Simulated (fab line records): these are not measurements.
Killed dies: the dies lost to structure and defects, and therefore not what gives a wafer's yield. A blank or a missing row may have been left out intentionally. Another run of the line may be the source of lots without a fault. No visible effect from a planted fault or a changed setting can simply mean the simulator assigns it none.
fab line records -- flow gf180mcu
[record] lots = 14, wafers = 42, lastDay = 34
route steps=602 shown MIM@513 M5@537 V5@544 TOP_METAL@583
lots untouched by any fault: they come from a run of this same line in which no faults occurred
startH: the number of hours between the record's first day and the start of the first shown wafer of the lot -- waitH: time in hours since the lot's previous step -- " as in the row above -- L1.1+2: one row covering several wafers at once -- - no value, or no start given -- * or withheld: withheld -- < > ~ a bound
route shown NAME@n: NAME is a module with steps in the file, n the number in the route of the first one -- usual: mean/standard deviation taken from wafers without a fault -- same: alike in all rows -- chamber/n: place in a boat -- sites: readings site by site -- _std_site: their standard deviation -- _edge_site: mean of outer sites minus mean of inner sites -- radiusMm: how far each site lies from the wafer's centre -- mask NAME#n: copy n -- behind: the most recent tool/chamber to have shaped the wafer -- hold: why the lot went on hold/how many hours it stayed there/how the hold came to an end -- device: the n, p or np transistor that did not switch -- end of line: tests run on the same wafers once the route is complete -- where a step has no rows: the recipe by itself -- killed: not the wafer's yield, but the dies lost to structure and defects at the first sort -- map: per-die view of a wafer (x killed, . not killed, _ where there is no die)
set.NAME: setting as actually run; set.NAME@STEP: the setting as run at that earlier step -- model.NAME: the simulator's own value behind a step, which no gauge read
the route's steps for a sample of lots (tables are steps, rows are wafers)
services: from which hour (startH, from the record's first day; less than 0 if before it) a tool's chamber was out of use, for how many hours, and why
[[steps]]
[step GF_MIM_RS_MEAS_10]
[recipe] thkMeasGauge = four-point-probe, reads = TiN_of_MIM_SPUTTER_09+AlCu_of_MIM_SPUTTER_08+TiN_of_MIM_SPUTTER_07
[usual] MIM_ALCU_RS = 0.1603/0.0016
lot.wafer,tool,chamber,startH,waitH,MIM_ALCU_RS[ohm/sq]
L670.2,filmMetro-03,-,573.25,0.0,0.1561
L670.5,filmMetro-03,-,573.25,0.0,0.1569
L670.6,filmMetro-03,-,573.25,0.0,0.1583
L672.1,filmMetro-01,-,583.68,0.0,0.1598
L672.2,filmMetro-01,-,583.68,0.0,0.1590
L672.6,filmMetro-01,-,583.68,0.0,0.1586
L674.2,filmMetro-03,-,600.97,0.0,0.1629
L674.5,filmMetro-03,-,600.97,0.0,0.1623
L674.6,filmMetro-03,-,600.97,0.0,0.1632
L675.1,filmMetro-01,-,608.71,0.0,0.1608
L675.4,filmMetro-01,-,608.71,0.0,0.1598
L675.6,filmMetro-01,-,608.71,0.0,0.1630
L676.1,filmMetro-02,-,612.42,0.0,0.1600
L676.5,filmMetro-02,-,612.42,0.0,0.1610
L676.6,filmMetro-02,-,612.42,0.0,0.1615
L679.4,filmMetro-01,-,641.79,0.1,0.1625
L679.5,filmMetro-01,-,641.79,0.1,0.1640
L679.6,filmMetro-01,-,641.79,0.1,0.1621
L684.1,filmMetro-01,-,674.88,0.0,0.1576
L684.2,filmMetro-01,-,674.88,0.0,0.1599
L684.3,filmMetro-01,-,674.88,0.0,0.1595
L685.1,filmMetro-03,-,678.81,0.0,0.1598
L685.4,filmMetro-03,-,678.81,0.0,0.1601
L685.5,filmMetro-03,-,678.81,0.0,0.1595
L687.4,filmMetro-02,-,700.10,0.1,0.1599
L687.5,filmMetro-02,-,700.10,0.1,0.1613
L687.6,filmMetro-02,-,700.10,0.1,0.1608
L688.2,filmMetro-01,-,705.36,0.0,0.1611
L688.3,filmMetro-01,-,705.36,0.0,0.1619
L688.4,filmMetro-01,-,705.36,0.0,0.1623
L689.1,filmMetro-01,-,718.57,0.0,0.1614
L689.2,filmMetro-01,-,718.57,0.0,0.1614
L689.3,filmMetro-01,-,718.57,0.0,0.1602
L691.1,filmMetro-02,-,727.43,0.0,0.1607
L691.2,filmMetro-02,-,727.43,0.0,0.1614
L691.5,filmMetro-02,-,727.43,0.0,0.1617
L690.1,filmMetro-02,-,729.42,0.0,0.1599
L690.3,filmMetro-02,-,729.42,0.0,0.1613
L690.5,filmMetro-02,-,729.42,0.0,0.1608
L692.1,filmMetro-02,-,735.14,0.0,0.1621
L692.3,filmMetro-02,-,735.14,0.0,0.1588
L692.6,filmMetro-02,-,735.14,0.0,0.1605
[step GF_M5_STRIP_11]
[recipe] chemistry = O2/N2, powerW = 1400, pressureMtorr = 1500, platenTempC = 250, o2FlowSccm = 3000, n2FlowSccm = 300, overashFraction = 0.5
[usual] drypumpMotorCurrentA = 5.7/0.43, heaterPowerW = 358/56, oesProductAu = 0.543/0.0047, stripTimeToEndpointS = 7.52/0.04
lot.wafer,tool,chamber,startH,waitH,drypumpMotorCurrentA,heaterPowerW,oesProductAu,rfHoursCounterH,stripTimeToEndpointS
L670.2,plasmaAsher-03,0,616.87,0.1,6.2,349,0.550,89,7.52
L670.5,plasmaAsher-03,0,616.87,0.1,6.2,346,0.543,-,7.49
L670.6,plasmaAsher-03,1,616.87,0.1,5.7,306,0.549,-,7.51
L672.1,plasmaAsher-02,1,626.52,0.2,4.9,346,0.538,57,7.51
L672.2,plasmaAsher-02,0,626.52,0.2,6.0,483,0.546,57,7.51
L672.6,plasmaAsher-02,0,626.52,0.2,6.0,478,0.538,-,7.52
L674.2,plasmaAsher-01,0,643.96,0.1,5.7,297,0.544,22,7.55
L674.5,plasmaAsher-01,1,643.96,0.1,5.3,354,0.542,-,7.57
L674.6,plasmaAsher-01,0,643.96,0.1,5.7,303,0.546,-,7.55
L675.1,plasmaAsher-02,1,650.86,0.1,4.9,348,0.544,60,7.52
L675.4,plasmaAsher-02,1,650.86,0.1,4.9,352,0.543,-,7.52
L675.6,plasmaAsher-02,0,650.86,0.1,6.0,475,0.541,-,7.52
L676.1,plasmaAsher-01,1,654.81,0.1,5.4,348,0.540,23,7.51
L676.5,plasmaAsher-01,0,654.81,0.1,5.7,309,0.540,-,7.51
L676.6,plasmaAsher-01,1,654.81,0.1,5.4,346,0.542,-,7.54
L679.4,plasmaAsher-03,1,682.00,0.1,5.8,327,0.543,-,7.46
L679.5,plasmaAsher-03,0,682.00,0.1,6.3,351,0.543,-,7.50
L679.6,plasmaAsher-03,1,682.00,0.1,5.8,321,0.543,-,7.43
L684.1,plasmaAsher-03,0,712.13,0.1,6.3,350,0.545,98,7.58
L684.2,plasmaAsher-03,1,712.13,0.1,5.8,326,0.547,98,7.55
L684.3,plasmaAsher-03,1,712.13,0.1,5.8,321,0.544,-,7.57
L685.1,plasmaAsher-01,1,716.31,0.1,5.4,345,0.546,30,7.57
L685.4,plasmaAsher-01,1,716.31,0.1,5.4,344,0.537,-,7.55
L685.5,plasmaAsher-01,0,716.31,0.1,5.7,308,0.547,-,7.57
L687.4,plasmaAsher-02,1,734.95,0.1,4.9,347,0.543,-,7.50
L687.5,plasmaAsher-02,0,734.95,0.1,6.0,480,0.550,-,7.57
L687.6,plasmaAsher-02,1,734.95,0.1,4.9,338,0.546,-,7.47
L688.2,plasmaAsher-02,0,741.07,0.1,6.0,474,0.537,70,7.54
L688.3,plasmaAsher-02,0,741.07,0.1,6.0,472,0.534,-,7.55
L688.4,plasmaAsher-02,1,741.07,0.1,4.9,345,0.543,-,7.50
L689.1,plasmaAsher-02,0,753.26,0.1,5.9,474,0.540,71,7.48
L689.2,plasmaAsher-02,1,753.26,0.1,4.9,349,0.535,71,7.47
L689.3,plasmaAsher-02,1,753.26,0.1,4.9,346,0.542,-,7.50
L691.1,plasmaAsher-03,0,761.66,0.1,6.2,347,0.548,103,7.53
L691.2,plasmaAsher-03,1,761.66,0.1,5.8,330,0.549,103,7.59
L691.5,plasmaAsher-03,0,761.66,0.1,6.2,344,0.547,-,7.50
L690.1,plasmaAsher-02,1,762.96,0.1,4.9,340,0.556,72,7.54
L690.3,plasmaAsher-02,0,762.96,0.1,6.0,475,0.546,-,7.52
L690.5,plasmaAsher-02,0,762.96,0.1,6.0,482,0.548,-,7.54
L692.1,plasmaAsher-02,0,769.11,0.1,6.0,474,0.539,73,7.47
L692.3,plasmaAsher-02,1,769.11,0.1,4.9,342,0.542,-,7.46
L692.6,plasmaAsher-02,1,769.11,0.1,4.9,349,0.557,-,7.48
[step GF_V5_CMP_04]
[recipe] material = SiO2, downForcePsi = 4, platenRpm = 60, padVelocityMS = 0.94248
[usual] motorCurrentA = 10.7/1, slurryFilterDpKPa = 13.51/0.13
lot.wafer,tool,chamber,startH,waitH,motorCurrentA,slurryFilterDpKPa
L670.2,cmp-01,3,617.82,0.2,8.9,13.46
L670.6,cmp-01,0,617.82,0.2,11.5,13.42
L670.5,cmp-01,1,617.82,0.2,11.1,13.62
L672.1,cmp-01,1,627.36,0.1,11.7,13.53
L672.2,cmp-01,2,627.36,0.1,9.6,13.36
L672.6,cmp-01,2,627.36,0.1,9.8,13.43
L674.2,cmp-01,0,644.77,0.0,11.0,13.58
L674.5,cmp-01,0,644.77,0.0,11.3,13.73
L674.6,cmp-01,1,644.77,0.0,11.2,13.70
L675.4,cmp-01,2,652.06,0.1,9.8,13.63
L675.1,cmp-01,3,652.06,0.1,8.9,13.46
L675.6,cmp-01,1,652.06,0.1,11.3,13.55
L676.1,cmp-02,2,655.67,0.1,11.7,13.46
L676.6,cmp-02,1,655.67,0.1,11.5,13.69
L676.5,cmp-02,2,655.67,0.1,11.8,13.71
L679.4,cmp-01,1,682.95,0.2,11.8,13.46
L679.5,cmp-01,2,682.95,0.2,9.1,13.65
L679.6,cmp-01,3,682.95,0.2,9.3,13.83
L684.1,cmp-01,0,713.39,0.1,10.9,13.42
L684.3,cmp-01,1,713.39,0.1,11.1,13.41
L684.2,cmp-01,2,713.39,0.1,9.6,13.44
L685.1,cmp-01,0,717.21,0.1,11.7,13.41
L685.4,cmp-01,2,717.21,0.1,9.0,13.52
L685.5,cmp-01,3,717.21,0.1,8.6,13.46
L687.4,cmp-02,2,735.91,0.1,11.1,13.72
L687.5,cmp-02,0,735.91,0.1,10.5,13.56
L687.6,cmp-02,1,735.91,0.1,11.7,13.52
L688.3,cmp-02,1,742.22,0.0,11.2,13.36
L688.2,cmp-02,3,742.22,0.0,11.0,13.50
L688.4,cmp-02,0,742.22,0.0,10.9,13.37
L689.2,cmp-01,0,754.41,0.0,11.5,13.56
L689.1,cmp-01,1,754.41,0.0,11.5,13.43
L689.3,cmp-01,3,754.41,0.0,9.4,13.61
L691.2,cmp-02,0,762.57,0.1,10.7,13.53
L691.1,cmp-02,1,762.57,0.1,11.7,13.40
L691.5,cmp-02,3,762.57,0.1,11.1,13.33
L690.3,cmp-02,0,763.86,0.0,11.0,13.56
L690.1,cmp-02,2,763.86,0.0,11.9,13.45
L690.5,cmp-02,1,763.86,0.0,11.4,13.52
L692.3,cmp-02,3,770.26,0.0,10.9,13.56
L692.1,cmp-02,1,770.26,0.0,10.6,13.75
L692.6,cmp-02,0,770.26,0.0,10.3,13.59
[step GF_TOP_METAL_METAL_ETCH_16]
[recipe] chemistry = Cl2/BCl3, maskMaterial = NOVOLAK, targetDepthNm = 1077.5, stopOn = SiO2, pressureMtorr = 8, icpW = 800, biasW = 140, Cl2_flow_sccm = 80, bcl3FlowSccm = 40, timeS = 179.6
[usual] drypumpMotorCurrentA = 5.6/0.38, oesProductAu = 0.965/0.007, rfFwdPowerW = 797.2/2.4, throttleValvePct = 28.258/0.0097
lot.wafer,tool,chamber,startH,waitH,drypumpMotorCurrentA,oesProductAu,rfFwdPowerW,rfHoursCounterH,throttleValvePct
L670.2,rieMetal-02,1,660.86,0.0,5.7,0.972,797.2,5,28.254
L670.5,rieMetal-02,1,660.86,0.0,5.8,0.966,798.9,-,28.253
L670.6,rieMetal-02,0,660.86,0.0,6.2,0.964,796.8,-,28.273
L672.1,rieMetal-03,0,669.75,0.0,5.7,0.975,804.2,11,28.249
L672.2,rieMetal-03,1,669.75,0.0,5.5,0.969,798.0,12,28.257
L672.6,rieMetal-03,1,669.75,0.0,5.5,0.963,794.9,-,28.255
L674.2,rieMetal-02,1,686.28,0.0,5.8,0.946,797.8,6,28.257
L674.5,rieMetal-02,1,686.28,0.0,5.7,0.955,797.5,-,28.255
L674.6,rieMetal-02,0,686.28,0.0,6.2,0.960,796.6,-,28.267
L675.1,rieMetal-02,0,693.22,0.0,6.2,0.971,793.6,8,28.260
L675.4,rieMetal-02,1,693.22,0.0,5.7,0.955,800.5,-,28.236
L675.6,rieMetal-02,1,693.22,0.0,5.7,0.958,796.7,-,28.272
L676.1,rieMetal-02,1,696.35,0.0,5.7,0.965,800.9,7,28.272
L676.5,rieMetal-02,0,696.35,0.0,6.1,0.898,665.1,-,28.330
L676.6,rieMetal-02,1,696.35,0.0,5.7,0.958,800.1,-,28.255
L679.4,rieMetal-02,0,721.08,0.1,6.2,0.918,669.8,-,28.328
L679.5,rieMetal-02,0,721.08,0.1,6.2,0.897,671.3,-,28.325
L679.6,rieMetal-02,1,721.08,0.1,5.7,0.960,799.5,-,28.268
L684.1,rieMetal-03,1,749.50,0.0,5.5,0.978,794.5,2,28.254
L684.2,rieMetal-03,0,749.50,0.0,5.7,0.972,798.7,1,28.257
L684.3,rieMetal-03,1,749.50,0.0,5.5,0.981,796.4,-,28.250
L685.1,rieMetal-03,1,752.65,0.0,5.5,0.950,797.4,2,28.265
L685.4,rieMetal-03,1,752.65,0.0,5.5,0.958,799.4,-,28.251
L685.5,rieMetal-03,1,752.65,0.0,5.5,0.951,796.1,-,28.271
L687.4,rieMetal-02,1,770.29,0.1,5.8,0.974,793.3,-,28.254
L687.5,rieMetal-02,1,770.29,0.1,5.7,0.970,797.1,-,28.248
L687.6,rieMetal-02,0,770.29,0.1,6.2,0.968,795.0,-,28.250
L688.2,rieMetal-02,0,776.47,0.0,6.2,0.960,796.4,12,28.246
L688.3,rieMetal-02,0,776.47,0.0,6.2,0.974,796.9,-,28.254
L688.4,rieMetal-02,1,776.47,0.0,5.8,0.961,793.2,-,28.254
L689.1,rieMetal-04,1,787.35,0.0,5.0,0.973,794.5,10,28.246
L689.2,rieMetal-04,0,787.35,0.0,5.4,0.965,798.6,6,28.261
L689.3,rieMetal-04,0,787.35,0.0,5.4,0.967,798.8,-,28.255
L691.1,rieMetal-02,0,794.77,0.0,6.2,0.952,801.5,14,28.269
L691.2,rieMetal-02,1,794.77,0.0,5.7,0.955,794.4,12,28.278
L691.5,rieMetal-02,0,794.77,0.0,6.2,0.965,799.5,-,28.265
L690.1,rieMetal-02,1,796.59,0.0,5.8,0.963,797.6,12,28.258
L690.3,rieMetal-02,0,796.59,0.0,6.2,0.959,797.2,-,28.275
L690.5,rieMetal-02,1,796.59,0.0,5.7,0.961,795.7,-,28.258
L692.1,rieMetal-04,0,803.22,0.0,5.4,0.966,797.3,7,28.253
L692.3,rieMetal-04,1,803.22,0.0,5.0,0.971,795.0,-,28.241
L692.6,rieMetal-04,0,803.22,0.0,5.4,0.971,799.1,-,28.257
[step GF_TOP_METAL_STRIP_17]
[recipe] chemistry = O2/N2, powerW = 1400, pressureMtorr = 1500, platenTempC = 250, o2FlowSccm = 3000, n2FlowSccm = 300, overashFraction = 0.5
[usual] drypumpMotorCurrentA = 5.4/0.48, heaterPowerW = 353/64, oesProductAu = 0.710/0.0043, stripTimeToEndpointS = 13.45/0.062
lot.wafer,tool,chamber,startH,waitH,drypumpMotorCurrentA,heaterPowerW,oesProductAu,rfHoursCounterH,stripTimeToEndpointS
L670.2,plasmaAsher-04,0,661.04,0.1,5.8,271,0.711,104,13.50
L670.5,plasmaAsher-04,1,661.04,0.1,4.7,386,0.708,-,13.43
L670.6,plasmaAsher-04,0,661.04,0.1,5.8,283,0.706,-,13.42
L672.1,plasmaAsher-04,1,669.93,0.1,4.7,382,0.711,105,13.50
L672.2,plasmaAsher-04,0,669.93,0.1,5.8,270,0.700,105,13.53
L672.6,plasmaAsher-04,0,669.93,0.1,5.8,278,0.711,-,13.59
L674.2,plasmaAsher-04,0,686.45,0.1,5.8,272,0.700,107,13.46
L674.5,plasmaAsher-04,1,686.45,0.1,4.7,386,0.717,-,13.49
L674.6,plasmaAsher-04,0,686.45,0.1,5.8,278,0.704,-,13.42
L675.1,plasmaAsher-04,1,693.40,0.1,4.7,380,0.714,107,13.48
L675.4,plasmaAsher-04,1,693.40,0.1,4.7,384,0.713,-,13.54
L675.6,plasmaAsher-04,1,693.40,0.1,4.7,384,0.714,-,13.61
L676.1,plasmaAsher-04,0,696.53,0.1,5.8,281,0.715,108,13.42
L676.5,plasmaAsher-04,1,696.53,0.1,4.7,385,0.705,-,14.13
L676.6,plasmaAsher-04,0,696.53,0.1,5.8,280,0.710,-,13.48
L679.4,plasmaAsher-04,1,721.23,0.1,4.7,381,0.708,-,14.16
L679.5,plasmaAsher-04,0,721.23,0.1,5.8,275,0.709,-,14.25
L679.6,plasmaAsher-04,1,721.23,0.1,4.7,390,0.714,-,13.43
L684.1,plasmaAsher-01,0,749.68,0.1,5.7,308,0.718,34,13.43
L684.2,plasmaAsher-01,1,749.68,0.1,5.4,349,0.721,34,13.46
L684.3,plasmaAsher-01,0,749.68,0.1,5.7,311,0.710,-,13.38
L685.1,plasmaAsher-04,0,752.83,0.1,5.8,285,0.711,1,13.37
L685.4,plasmaAsher-04,0,752.83,0.1,5.8,283,0.711,-,13.32
L685.5,plasmaAsher-04,1,752.83,0.1,4.7,395,0.701,-,13.38
L687.4,plasmaAsher-02,1,770.44,0.1,4.9,348,0.708,-,13.48
L687.5,plasmaAsher-02,1,770.44,0.1,4.9,353,0.704,-,13.50
L687.6,plasmaAsher-02,0,770.44,0.1,6.0,476,0.713,-,13.47
L688.2,plasmaAsher-01,0,776.65,0.1,5.7,315,0.718,36,13.49
L688.3,plasmaAsher-01,1,776.65,0.1,5.4,351,0.720,-,13.40
L688.4,plasmaAsher-01,0,776.65,0.1,5.7,307,0.709,-,13.46
L689.1,plasmaAsher-01,1,787.52,0.1,5.4,342,0.715,38,13.53
L689.2,plasmaAsher-01,0,787.52,0.1,5.7,303,0.711,38,13.52
L689.3,plasmaAsher-01,0,787.52,0.1,5.7,302,0.710,-,13.49
L691.1,plasmaAsher-01,1,794.95,0.1,5.4,340,0.711,38,13.41
L691.2,plasmaAsher-01,0,794.95,0.1,5.7,306,0.711,38,13.41
L691.5,plasmaAsher-01,1,794.95,0.1,5.4,345,0.705,-,13.44
L690.1,plasmaAsher-02,0,796.77,0.1,6.0,484,0.706,76,13.40
L690.3,plasmaAsher-02,1,796.77,0.1,4.9,352,0.703,-,13.42
L690.5,plasmaAsher-02,0,796.77,0.1,6.0,469,0.708,-,13.47
L692.1,plasmaAsher-01,1,803.40,0.1,5.3,351,0.700,39,13.45
L692.3,plasmaAsher-01,0,803.40,0.1,5.7,305,0.713,-,13.45
L692.6,plasmaAsher-01,0,803.40,0.1,5.7,300,0.713,-,13.35
[[services]]
tool,chamber,startH,hours,kind
cmp-01,-,596.46,0.3,repair
plasmaAsher-01,-,599.88,2.1,repair
rieMetal-02,1,623.50,1.2,repair
cmp-02,-,635.30,8.2,pm
rieMetal-03,-,638.28,0.6,repair
plasmaAsher-04,-,662.68,1.1,repair
rieMetal-02,-,664.45,1.2,repair
cmp-02,-,699.20,5.5,pm
cmp-01,-,711.21,2.0,repair
rieMetal-03,-,717.92,10.0,pm
plasmaAsher-01,-,731.25,2.0,repair
plasmaAsher-04,-,733.75,9.0,pm
cmp-01,-,744.23,4.0,pm
cmp-01,-,748.23,-,consumableReplace:conditioner
cmp-01,-,748.23,-,consumableReplace:pad
plasmaAsher-01,-,767.05,2.8,pm
cmp-01,-,767.34,5.4,repair
rieMetal-04,-,768.47,0.7,repair
rieMetal-03,-,768.61,14.6,pm
cmp-01,-,771.24,2.7,repair
plasmaAsher-03,-,781.83,4.3,pm
plasmaAsher-04,-,784.40,1.5,repair
plasmaAsher-02,-,787.39,2.7,repair
plasmaAsher-04,-,796.68,9.5,repair
[[key]]
[firstSign] step = GF_TOP_METAL_METAL_ETCH_16, reading = rfFwdPowerW, direction = down, sigmas = 53, usual = 797.2, struck = 668.8
[effect] step = GF_TOP_METAL_METAL_ETCH_16, reading = oesProductAu, direction = down, sigmas = 8.7, usual = 0.965, struck = 0.904
[effect] step = GF_TOP_METAL_STRIP_17, reading = stripTimeToEndpointS, direction = up, sigmas = 12, usual = *, struck = *
metAt GF_TOP_METAL_METAL_ETCH_16
struckLots L676,L679
struckWafers L676.5,L679.4,L679.5
sortLeftOut L676.5,L679.4,L679.5
notActingAt GF_MIM_RS_MEAS_10,GF_M5_STRIP_11,GF_V5_CMP_04
onsetBetween 693.22 696.35
[fault] kind = processParameterDrift, tool = rieMetal-02, chamber = 0, onsetH = 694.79, steps = GF_TOP_METAL_METAL_ETCH_16, channel = icpW, offset = -128, shape = step, endH = 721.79, actsIn = theseRecipesOnly, stated = 800
// sortLeftOut: the simulated sort isn't trusted on such a fault, so these wafers' sort isn't shown, and their yield isn't known
